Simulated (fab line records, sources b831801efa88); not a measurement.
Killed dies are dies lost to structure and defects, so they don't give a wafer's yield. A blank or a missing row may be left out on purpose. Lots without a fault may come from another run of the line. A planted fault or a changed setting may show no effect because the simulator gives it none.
Problem report in the 8D (eight disciplines) form, filled by code | flow sky130 | the parts of the form that need people (team, actions taken, sign-off) are left out

1. THE PROBLEM
SD_N_RS at SKY_SD_N_RS_MEAS_16 reads a mean of 73.73 ohm/sq on 6 wafers of 2 lots; wafers without a fault read 68.45 ohm/sq with a standard deviation of 0.12. That is +44 standard deviations from the usual mean.
The step: measures by four-point-probe.
First seen on wafer L616.1, day 30 03:16, on film_metro-01. The record holds 36 wafers of 12 lots with a number at this step. Rule for "out", or "out of limits": more than 4 standard deviations from the usual mean. The other wafers with a number count as sound.

2. WHAT IT IS AND WHAT IT IS NOT
question                    | is                           | is not
which readings at this step | SD_N_RS                      | -
which lots                  | L616, L618                   | L611, L612, L613, L621, L623, L624, L628, L630, L631, L632
which wafers of those lots  | all that have a number       | -
read on which gauges        | film_metro-01, film_metro-02 | film_metro-03
when                        | from day 30 03:16            | up to then (9 sound wafers); but 21 sound wafers of L621, L623, L624, L628, L630, L631, L632 came after

3. SUSPECTS, AND WHAT RULES EACH OUT
Counting: a tool at a process step up to the reading stays a suspect if it ran every lot that is out and no sound lot after the first of them.
- the gauge at SKY_SD_N_RS_MEAS_16: ruled out. The wafers that are out were read on 2 gauges (film_metro-01, film_metro-02).
- rtp_anneal-01 at SKY_SD_N_RTA_14 (time 2 s): ruled out as a lasting fault. Sound lots L624, L623, L628, L630, L632 ran on it after its first lot that is out, L616 (day 30 03:05).
Left after counting: nothing in the record.

4. THE CAUSE (what the simulator had put in)
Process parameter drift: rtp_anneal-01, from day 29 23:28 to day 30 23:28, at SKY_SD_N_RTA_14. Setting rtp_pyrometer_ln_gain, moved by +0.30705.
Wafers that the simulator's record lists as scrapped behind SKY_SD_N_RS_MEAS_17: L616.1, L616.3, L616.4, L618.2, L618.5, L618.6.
Counting ruled it out, wrongly: the rule takes a fault to strike every lot that its tool runs from its start on, and this one did not.

5. THE CHAIN OF EFFECTS, in route order
Each row: a reading whose mean over the struck wafers that have a number lies more than 3 standard deviations from the usual. Only readings for which the record gives a usual standard deviation are gone through. hours: the time from each lot's start at the first step in this table that gives one to its start at this step, as a median over the lots. sigmas: the change in usual standard deviations.
hours | step                | reading        | usual        | on struck wafers | change | sigmas
0     | SKY_SD_N_RTA_14     | lamp_power_pct | 15.74 %      | 14.58            | -1.16  | -25
0     | SKY_SD_N_RS_MEAS_16 | SD_N_RS        | 68.45 ohm/sq | 73.73            | +5.28  | +44
5     | SKY_SD_N_RS_MEAS_17 | SD_P_RS        | 146.3 ohm/sq | 178.2            | +31.9  | +76
The process steps in it:
- SKY_SD_N_RTA_14: time 2 s.

6. WHAT WOULD HAVE CAUGHT IT SOONER
In this record the first reading out of limits at a measuring or inspecting step was taken at day 30 03:16, 4 hours after the fault began at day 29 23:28.
The tool's own readings at SKY_SD_N_RTA_14 were out on every struck wafer that the step has a row for (lamp_power_pct): an alarm limit on them would have fired on the first of those.
